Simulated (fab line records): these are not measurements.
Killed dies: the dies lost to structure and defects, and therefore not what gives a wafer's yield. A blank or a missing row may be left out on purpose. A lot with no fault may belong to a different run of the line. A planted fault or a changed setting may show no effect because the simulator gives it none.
Tool commonality check	flow gf180mcu	36 wafers sampled across 12 lots

WHY THIS WAS OPENED
GF_PSD_RS_MEAS_14, reading NSD_RS: flagged on 2 of 12 lots. Fault-free wafers read 46.41 ohm/sq, with a standard deviation of 0.088.
Rule: a lot is flagged in two cases, either no wafer of it has a number, or all its wafers with numbers fall more than 4 standard deviations from that mean. As for the other lots, they are considered sound.

lot	measured	on	NSD_RS (ohm/sq), wafer by wafer	flag
L515	day 14 17:34	film-metro-03	46.42 46.34 46.32	
L519	day 15 13:07	film-metro-02	46.36 46.38 46.48	
L520	day 16 08:41	film-metro-03	46.48 46.57 46.47	
L522	day 16 21:07	film-metro-03	46.47 46.55 46.45	
L524	day 17 10:45	film-metro-02	46.49 46.46 46.59	
L527	day 18 16:55	film-metro-03	50.61 50.61 50.64	FLAGGED
L528	day 18 23:57	film-metro-01	50.63 50.71 50.81	FLAGGED
L529	day 19 07:25	film-metro-01	46.37 46.39 46.44	
L533	day 20 21:21	film-metro-03	46.49 46.48 46.49	
L536	day 21 19:57	film-metro-03	46.24 46.25 46.30	
L537	day 21 23:23	film-metro-02	46.46 46.36 46.31	
L538	day 22 09:55	film-metro-01	46.32 46.43 46.40	
Average over the flagged lots: 50.67 ohm/sq; offset from the usual +4.26 ohm/sq, equal to +48 standard deviations.

LOT BY LOT: THE TOOL USED
2 process steps preceding the reading are held in the record, out of 602 steps in the route. Cell contents, in order: the tool; ch with the chambers the sampled wafers went through; the start.
lot	flag	GF_PSD_STRIP_10	GF_PSD_RTA_13
L515		plasma-asher-03 ch 0,1, day 14 17:16	rtp-anneal-01 ch 0, day 14 17:29
L519		plasma-asher-04 ch 0,1, day 15 12:48	rtp-anneal-02 ch 0, day 15 13:01
L520		plasma-asher-01 ch 0,1, day 16 08:23	rtp-anneal-02 ch 0, day 16 08:36
L522		plasma-asher-01 ch 0,1, day 16 20:49	rtp-anneal-01 ch 0, day 16 21:02
L524		plasma-asher-03 ch 0,1, day 17 10:27	rtp-anneal-02 ch 0, day 17 10:39
L527	FLAGGED	plasma-asher-03 ch 0,1, day 18 16:37	rtp-anneal-02 ch 0, day 18 16:50
L528	FLAGGED	plasma-asher-01 ch 0,1, day 18 23:33	rtp-anneal-02 ch 0, day 18 23:47
L529		plasma-asher-03 ch 0,1, day 19 07:07	rtp-anneal-01 ch 0, day 19 07:20
L533		plasma-asher-01 ch 0,1, day 20 21:03	rtp-anneal-01 ch 0, day 20 21:15
L536		plasma-asher-04 ch 0,1, day 21 19:39	rtp-anneal-01 ch 0, day 21 19:52
L537		plasma-asher-01 ch 0,1, day 21 23:05	rtp-anneal-01 ch 0, day 21 23:18
L538		plasma-asher-03 ch 0,1, day 22 09:35	rtp-anneal-01 ch 0, day 22 09:48
These steps, and what they do:
- GF_PSD_STRIP_10: strips in O2/N2.
- GF_PSD_RTA_13: time 20 s.
- GF_PSD_RS_MEAS_14: measures by four-point-probe.

FLAGGED OVER TOTAL, TOOL BY TOOL (the gauges that took the reading come last)
step	tool	lots run	flagged	share of the flagged lots	sound lots run after its first flagged lot
GF_PSD_STRIP_10	plasma-asher-01	5	1	some	2 (L533,L537)
GF_PSD_STRIP_10	plasma-asher-03	5	1	some	2 (L529,L538)
GF_PSD_STRIP_10	plasma-asher-04	2	0	none	-
GF_PSD_RTA_13	rtp-anneal-01	7	0	none	-
GF_PSD_RTA_13	rtp-anneal-02	5	2	all	0
GF_PSD_RS_MEAS_14	film-metro-01	3	1	some	2 (L529,L538)
GF_PSD_RS_MEAS_14	film-metro-02	3	0	none	-
GF_PSD_RS_MEAS_14	film-metro-03	6	1	some	2 (L533,L536)

WHAT THE TABLE PERMITS
All flagged lots share 1 row of the table, namely rtp-anneal-02 at GF_PSD_RTA_13.
- rtp-anneal-02 at GF_PSD_RTA_13 ran 5 lots, 2 of them flagged. Its last sound lot is L524 (day 17 10:39), its first flagged lot L527 (day 18 16:50): a fault that began between those two fits. Its own readings (wafer_temp_C_max) fall more than 4 standard deviations out on all wafers of the flagged lots.
rtp-anneal-02 at GF_PSD_RTA_13 is the single tool remaining.

WHAT WAS PUT IN BY THE SIMULATOR
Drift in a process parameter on rtp-anneal-02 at GF_PSD_RTA_13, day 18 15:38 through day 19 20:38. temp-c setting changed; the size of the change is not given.
Shown lots that were struck: L527, L528. The same result came from the rule above.
